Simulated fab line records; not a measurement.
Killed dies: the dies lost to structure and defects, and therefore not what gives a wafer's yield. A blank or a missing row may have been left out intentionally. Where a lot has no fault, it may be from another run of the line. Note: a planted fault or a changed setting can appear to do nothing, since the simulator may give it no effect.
Which tool was responsible? ; flow gf180mcu ; 33 wafers from 11 lots sampled at 4 of the route's 602 steps

## WHAT THE GAUGES SHOWED, per wafer
GF_V1_THK_MEAS_03.
lot;measured;on;V1_CVD_02_THK (nm)
L104;day 17 06:13;film-metro-01;837 857 860
L105;day 17 16:46;film-metro-03;856 835 849
L106;day 17 21:41;film-metro-02;846 843 862
L111;day 19 18:52;film-metro-01;841 853 847
L114;day 20 23:53;film-metro-03;837 845 857
L115;day 21 09:11;film-metro-01;834 846 840
L119;day 22 23:57;film-metro-02;827 836 850
L120;day 23 02:47;film-metro-01;857 852 866
L123;day 24 01:17;film-metro-02;840 864 852
L124;day 24 05:01;film-metro-03;840 852 853
L127;day 25 07:34;film-metro-02;862 838 861

GF_V1_THK_MEAS_25: measures by xrf.
lot;measured;on;V1_W_THK (nm)
L104;day 18 07:52;film-metro-01;352 355 352
L105;day 18 20:02;film-metro-01;348 345 349
L106;day 18 22:40;film-metro-02;341 346 345
L111;day 20 20:48;film-metro-03;361 358 356
L114;day 22 00:41;film-metro-02;337 342 340
L115;day 22 10:16;film-metro-02;344 344 346
L119;day 23 23:20;film-metro-02;344 346 347
L120;day 24 02:29;film-metro-02;342 346 343
L123;day 25 00:49;film-metro-03;357 357 356
L124;day 25 04:37;film-metro-03;357 354 357
L127;day 26 06:08;film-metro-03;344 346 345

## WHAT TOOL EACH LOT RAN ON (gives the tool, then ch and the chambers of the sampled wafers, and finally the start)
lot;GF_NWELL_EXPOSE_04;GF_V1_SPUTTER_21
L104;iline-stepper-01 ch 0, day 3 02:29;pvd-sputter-01, day 18 07:32
L105;iline-stepper-02 ch 0, day 3 06:39;pvd-sputter-04, day 18 18:22
L106;iline-stepper-01 ch 0, day 3 10:24;pvd-sputter-03, day 18 22:14
L111;iline-stepper-01 ch 0, day 4 12:48;pvd-sputter-04, day 20 20:27
L114;iline-stepper-01 ch 0, day 5 06:58;pvd-sputter-03, day 22 00:20
L115;iline-stepper-01 ch 0, day 5 13:08;pvd-sputter-04, day 22 09:49
L119;iline-stepper-02 ch 0, day 6 11:07;pvd-sputter-01, day 23 22:53
L120;iline-stepper-02 ch 0, day 6 14:59;pvd-sputter-04, day 24 02:08
L123;iline-stepper-02 ch 0, day 7 08:46;pvd-sputter-01, day 25 00:29
L124;iline-stepper-02 ch 0, day 7 11:52;pvd-sputter-03, day 25 04:16
L127;iline-stepper-02 ch 0, day 8 07:02;pvd-sputter-03, day 26 05:46
- GF_NWELL_EXPOSE_04: exposes mask Nwell, target cd 860 nm.
- GF_V1_SPUTTER_21: material Ti, target thk 15 nm, time 78.43 s.

## WHAT THE TOOLS THEMSELVES READ (means of the sampled wafers that have a number; where no wafer has one, the mark that the record gives instead)
GF_NWELL_EXPOSE_04.
lot;tool;exposure-dose-mJ-cm2;focus-offset-nm (nm)
L104;iline-stepper-01;260.12;-0.2
L105;iline-stepper-02;259.90;0.0
L106;iline-stepper-01;260.05;0.2
L111;iline-stepper-01;259.79;0.3
L114;iline-stepper-01;248.09;0.1
L115;iline-stepper-01;248.31;0.2
L119;iline-stepper-02;259.94;0.2
L120;iline-stepper-02;259.97;-0.2
L123;iline-stepper-02;259.93;0.8
L124;iline-stepper-02;260.06;-0.0
L127;iline-stepper-02;259.54;-0.0

GF_V1_SPUTTER_21.
lot;tool;throttle-valve-pct (%)
L104;pvd-sputter-01;30.2
L105;pvd-sputter-04;30.2
L106;pvd-sputter-03;30.7
L111;pvd-sputter-04;30.3
L114;pvd-sputter-03;30.2
L115;pvd-sputter-04;29.3
L119;pvd-sputter-01;29.8
L120;pvd-sputter-04;29.6
L123;pvd-sputter-01;29.6
L124;pvd-sputter-03;30.1
L127;pvd-sputter-03;29.7

## THE ANSWER, worked out from the rows above alone
Rule: usual is defined by the lots themselves. The widest of any qualifying gaps counts: lots, ordered by their means at a reading, are off when they make up no more than a third of the lots, leave a main group of 4 or more, and stand apart from it by 3 or more times the standard deviation of that group's means. A main group whose means are all the same, to the digits that the tables above print for the reading, isn't used. Also off: a lot with no number at a reading for which 4 or more lots have one. Any other lot the step has rows for is counted as sound. Order of review: gauges by route order, followed by the tools' own readings, for which a lot's mean as printed above is used. At the first step where some lot is off, the reading lying furthest off is the one used; lots without a number count as furthest.
Off at GF_NWELL_EXPOSE_04 (exposure-dose-mJ-cm2): L114, L115. The main group: mean 259.92, standard deviation 0.16.
If a tool, at that step or one of the process steps before it, ran each lot that is off and ran no sound lot following the first of them, it fits. One fits: GF_NWELL_EXPOSE_04 on iline-stepper-01. A fault onset in the window from L111 (day 4 12:48, its last sound lot) to L114 (day 5 06:58, its first lot off) fits.
On the lots that are off, the tool's own readings at GF_NWELL_EXPOSE_04 differ by more than 5 times the standard deviation of the sound lots' means, which bears it out; exposure-dose-mJ-cm2 reads 248.20 there versus 259.92 on the sound lots.

## WHAT THE SIMULATOR PUT IN
Drift in process parameters on iline-stepper-01 at GF_NWELL_EXPOSE_04, starting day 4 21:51. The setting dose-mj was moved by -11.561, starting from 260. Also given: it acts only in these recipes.
Shown lots that were struck: L114, L115. Same finding as the rule above.
